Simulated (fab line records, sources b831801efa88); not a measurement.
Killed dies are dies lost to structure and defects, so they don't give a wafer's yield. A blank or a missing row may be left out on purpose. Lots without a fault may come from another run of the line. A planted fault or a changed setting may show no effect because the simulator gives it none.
Which tool did it? | flow gf180mcu | 13 lots, 39 wafers sampled, at 5 steps of a route of 602

WHAT THE GAUGES READ, wafer by wafer
GF_PSD_RS_MEAS_14: measures by four-point-probe. Usual: NSD_RS 46.09 ohm/sq, standard deviation 0.072.
lot  | measured     | on            | NSD_RS (ohm/sq)   | flag
L320 | day 15 11:50 | film_metro-01 | 46.17 46.03 46.06 |
L322 | day 16 04:42 | film_metro-02 | 46.09 45.98 46.00 |
L324 | day 16 18:21 | film_metro-01 | 46.04 46.13 46.20 |
L326 | day 17 12:53 | film_metro-01 | 46.15 46.04 46.24 |
L330 | day 19 01:02 | film_metro-01 | 42.68 42.69 42.61 | OFF
L331 | day 19 05:50 | film_metro-03 | 42.69 42.66 42.65 | OFF
L332 | day 19 15:23 | film_metro-01 | 46.06 46.04 46.09 |
L333 | day 20 03:59 | film_metro-02 | 46.15 46.06 46.13 |
L334 | day 20 05:23 | film_metro-02 | 46.03 45.90 46.03 |
L336 | day 20 22:44 | film_metro-02 | 46.19 46.15 46.15 |
L337 | day 21 11:02 | film_metro-03 | 46.11 46.02 46.07 |
L338 | day 21 20:00 | film_metro-02 | 46.20 46.09 46.11 |
L340 | day 22 05:35 | film_metro-03 | 46.12 46.24 46.01 |

GF_PSD_RS_MEAS_15: measures by four-point-probe. Usual: PSD_RS 108.45 ohm/sq, standard deviation 0.26.
lot  | measured     | on            | PSD_RS (ohm/sq)      | flag
L320 | day 15 11:57 | film_metro-01 | 108.86 108.45 108.59 |
L322 | day 16 04:49 | film_metro-02 | 108.30 107.99 108.11 |
L324 | day 16 18:28 | film_metro-01 | 108.56 108.34 108.45 |
L326 | day 17 13:00 | film_metro-01 | 108.76 108.61 108.54 |
L330 | day 19 01:10 | film_metro-01 | 98.64 98.66 98.45    | OFF
L331 | day 19 05:57 | film_metro-03 | 98.19 98.77 98.50    | OFF
L332 | day 19 15:30 | film_metro-01 | 108.46 108.38 108.40 |
L333 | day 20 04:06 | film_metro-02 | 108.47 108.35 108.55 |
L334 | day 20 05:30 | film_metro-02 | 108.42 108.49 108.41 |
L336 | day 20 22:51 | film_metro-02 | 108.40 108.30 108.59 |
L337 | day 21 11:09 | film_metro-03 | 108.62 108.82 108.48 |
L338 | day 21 20:07 | film_metro-02 | 108.74 108.62 108.49 |
L340 | day 22 05:43 | film_metro-03 | 108.59 108.07 108.60 |

GF_V3_CD_MEAS_14: target cd 260 nm. Usual: cd_nm 259.8 nm, standard deviation 1.1.
lot  | measured     | on        | cd_nm (nm)        | flag
L320 | day 23 18:15 | cd_sem-01 | 259.6 259.5 260.7 |
L322 | day 24 08:57 | cd_sem-02 | 258.1 259.7 259.6 |
L324 | day 24 21:29 | cd_sem-01 | 259.6 259.8 259.7 |
L326 | day 25 17:42 | cd_sem-02 | 261.4 258.8 259.3 |
L330 | day 27 00:12 | cd_sem-02 | 257.9 259.1 259.4 |
L331 | day 27 04:25 | cd_sem-02 | 259.5 259.2 259.3 |
L332 | day 27 12:41 | cd_sem-01 | 259.9 260.2 260.6 |
L333 | day 27 22:28 | cd_sem-01 | 260.7 259.3 258.1 |
L334 | day 27 22:50 | cd_sem-02 | 259.6 261.2 259.1 |
L336 | day 28 14:26 | cd_sem-01 | 261.9 262.2 262.1 |
L337 | day 29 01:08 | cd_sem-02 | 259.3 259.5 259.3 |
L338 | day 29 08:02 | cd_sem-02 | 260.9 260.7 260.9 |
L340 | day 29 14:53 | cd_sem-01 | 259.7 259.1 258.9 |

GF_V3_THK_MEAS_25: measures by xrf. Usual: V3_W_THK 365 nm, standard deviation 8.5.
lot  | measured     | on            | V3_W_THK (nm) | flag
L320 | day 23 19:24 | film_metro-04 | 379 360 359   |
L322 | day 24 10:08 | film_metro-03 | 382 385 383   |
L324 | day 24 22:38 | film_metro-03 | 381 380 375   |
L326 | day 25 18:51 | film_metro-02 | 363 362 364   |
L330 | day 27 01:21 | film_metro-02 | 355 372 358   |
L331 | day 27 05:34 | film_metro-03 | 361 360 370   |
L332 | day 27 13:50 | film_metro-04 | 365 370 373   |
L333 | day 27 23:40 | film_metro-02 | 367 354 357   |
L334 | day 28 00:01 | film_metro-03 | 357 378 364   |
L336 | day 28 15:41 | film_metro-03 | 368 374 369   |
L337 | day 29 02:19 | film_metro-03 | 368 367 362   |
L338 | day 29 09:10 | film_metro-03 | 371 373 371   |
L340 | day 29 16:01 | film_metro-02 | 378 358 377   |

WHICH TOOL RAN EACH LOT (tool, then ch and the chambers of the sampled wafers, then the start)
lot  | GF_PSD_RTA_13
L320 | rtp_anneal-01 ch 0, day 15 11:45
L322 | rtp_anneal-01 ch 0, day 16 04:37
L324 | rtp_anneal-02 ch 0, day 16 18:16
L326 | rtp_anneal-01 ch 0, day 17 12:47
L330 | rtp_anneal-01 ch 0, day 19 00:58
L331 | rtp_anneal-01 ch 0, day 19 05:44
L332 | rtp_anneal-02 ch 0, day 19 15:17
L333 | rtp_anneal-02 ch 0, day 20 03:54
L334 | rtp_anneal-02 ch 0, day 20 05:17
L336 | rtp_anneal-02 ch 0, day 20 22:38
L337 | rtp_anneal-02 ch 0, day 21 10:56
L338 | rtp_anneal-01 ch 0, day 21 19:55
L340 | rtp_anneal-01 ch 0, day 22 05:30
- GF_PSD_RTA_13: time 20 s.

WHAT THE TOOLS THEMSELVES READ (means of the sampled wafers that have a number; where no wafer has one, the mark that the record gives instead)
GF_PSD_RTA_13. Usual: lamp_power_pct 37.1 %, standard deviation 2.2; wafer_temp_C_max 1028.8, standard deviation 0.82.
lot  | tool          | lamp_power_pct (%) | wafer_temp_C_max | flag
L320 | rtp_anneal-01 | 39.7               | 1028.6           |
L322 | rtp_anneal-01 | 39.7               | 1028.2           |
L324 | rtp_anneal-02 | 35.3               | 1028.9           |
L326 | rtp_anneal-01 | 39.7               | 1028.5           |
L330 | rtp_anneal-01 | 42.2               | 1053.3           | OFF
L331 | rtp_anneal-01 | 42.2               | 1052.5           | OFF
L332 | rtp_anneal-02 | 35.2               | 1028.8           |
L333 | rtp_anneal-02 | 35.2               | 1028.7           |
L334 | rtp_anneal-02 | 35.2               | 1028.1           |
L336 | rtp_anneal-02 | 35.2               | 1029.0           |
L337 | rtp_anneal-02 | 35.2               | 1028.6           |
L338 | rtp_anneal-01 | 39.7               | 1029.0           |
L340 | rtp_anneal-01 | 39.6               | 1029.8           |

THE ANSWER, worked out from the rows above alone
Rule: a lot is off if the mean of its wafers that have a number lies more than 3 standard deviations from the usual mean. A lot without any number at a reading at which 4 lots or more have one is off too. The other lots that the step has rows for count as sound. The gauges are gone through in route order, then the tools' own readings, and for those a lot's mean is taken as printed above. The first step at which some lot is off is used, and at that step the reading that is off furthest; a lot without a number counts as furthest.
Off: L330, L331, at GF_PSD_RS_MEAS_14 (NSD_RS).
A tool fits if, at a process step before that reading, it ran every lot that is off, and no sound lot after the first of them. The gauges at GF_PSD_RS_MEAS_14 aren't tried: what is off there is off at GF_PSD_RTA_13 too, on other tools, and a gauge's error can't cause that. None of those tried fits.

WHAT THE SIMULATOR HAD PUT IN
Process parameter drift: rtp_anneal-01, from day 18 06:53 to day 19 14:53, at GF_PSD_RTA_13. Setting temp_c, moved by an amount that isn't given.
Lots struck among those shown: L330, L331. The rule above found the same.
